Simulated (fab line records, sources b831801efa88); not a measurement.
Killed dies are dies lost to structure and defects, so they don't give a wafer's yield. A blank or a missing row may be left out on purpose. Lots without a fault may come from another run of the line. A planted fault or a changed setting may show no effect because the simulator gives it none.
Problem report in the 8D (eight disciplines) form, filled by code | flow gf180mcu | the parts of the form that need people (team, actions taken, sign-off) are left out

1. THE PROBLEM
cd_nm at GF_HV_LDD_CD_MEAS_46 reads a mean of 479.1 nm on 2 wafers of 2 lots; wafers without a fault read 399.4 nm with a standard deviation of 2.2. That is +36 standard deviations from the usual mean.
The step: target cd 400 nm.
First seen on wafer L992.4, day 17 01:50, on cd_sem-01. The record holds 36 wafers of 12 lots with a number at this step. Rule for "out", or "out of limits": more than 4 standard deviations from the usual mean. The other wafers with a number count as sound.

2. WHAT IT IS AND WHAT IT IS NOT
question                    | is                | is not
which readings at this step | cd_nm             | -
which lots                  | L992, L994        | L102, L103, L981, L982, L983, L993, L995, L997, L998, L999
which wafers of those lots  | L992.4, L994.4    | L992.3, L992.5, L994.1, L994.6
read on which gauges        | cd_sem-01         | cd_sem-02
when                        | from day 17 01:50 | up to then (11 sound wafers); but 23 sound wafers of L102, L103, L993, L994, L995, L997, L998, L999 came after

3. SUSPECTS, AND WHAT RULES EACH OUT
Counting: a tool at a process step up to the reading stays a suspect if it ran every lot that is out. Sound lots after the first of them don't rule it out here, since some wafers of a struck lot are sound.
- the gauge at GF_HV_LDD_CD_MEAS_46: ruled out. All the wafers that are out were read on cd_sem-01, but those of them that GF_HV_LDD_STRIP_49 has rows for are out there too, on other tools.
- litho_track-03 at GF_HV_LDD_COAT_41 (resist thk 1000 nm): kept. It ran every lot that is out, first L992 (day 16 13:50); its last sound lot up to then is L983 (day 13 02:50).
Left after counting: litho_track-03 at GF_HV_LDD_COAT_41.

4. THE CAUSE (what the simulator had put in)
Process parameter drift: litho_track-03, from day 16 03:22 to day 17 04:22, at GF_HV_LDD_COAT_41. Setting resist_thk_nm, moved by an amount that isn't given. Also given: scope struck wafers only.
Counting left only this tool.

5. THE CHAIN OF EFFECTS, in route order
Each row: a reading whose mean over the struck wafers that have a number lies more than 3 standard deviations from the usual. Only readings for which the record gives a usual standard deviation are gone through. hours: the time from each lot's start at the first step in this table that gives one to its start at this step, as a median over the lots. sigmas: the change in usual standard deviations.
hours | step                 | reading                  | usual      | on struck wafers | change | sigmas
0     | GF_HV_LDD_CD_MEAS_46 | cd_nm                    | 399.4 nm   | 479.1            | +79.7  | +36
0     | GF_HV_LDD_STRIP_49   | oes_product_au           | 0.716 a.u. | 0.476            | -0.240 | -51
0     | GF_HV_LDD_STRIP_49   | strip_time_to_endpoint_s | 12.65 s    | 5.79             | -6.86  | -99 or more
The process steps in it:
- GF_HV_LDD_STRIP_49: strips in O2/N2.

6. WHAT WOULD HAVE CAUGHT IT SOONER
In this record the first reading out of limits at a measuring or inspecting step was taken at day 17 01:50, 22 hours after the fault began at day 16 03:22.
All the lots that are out (2) had begun GF_HV_LDD_COAT_41 on litho_track-03 by day 17 01:50. A hold on the tool at that time would have spared none of them.
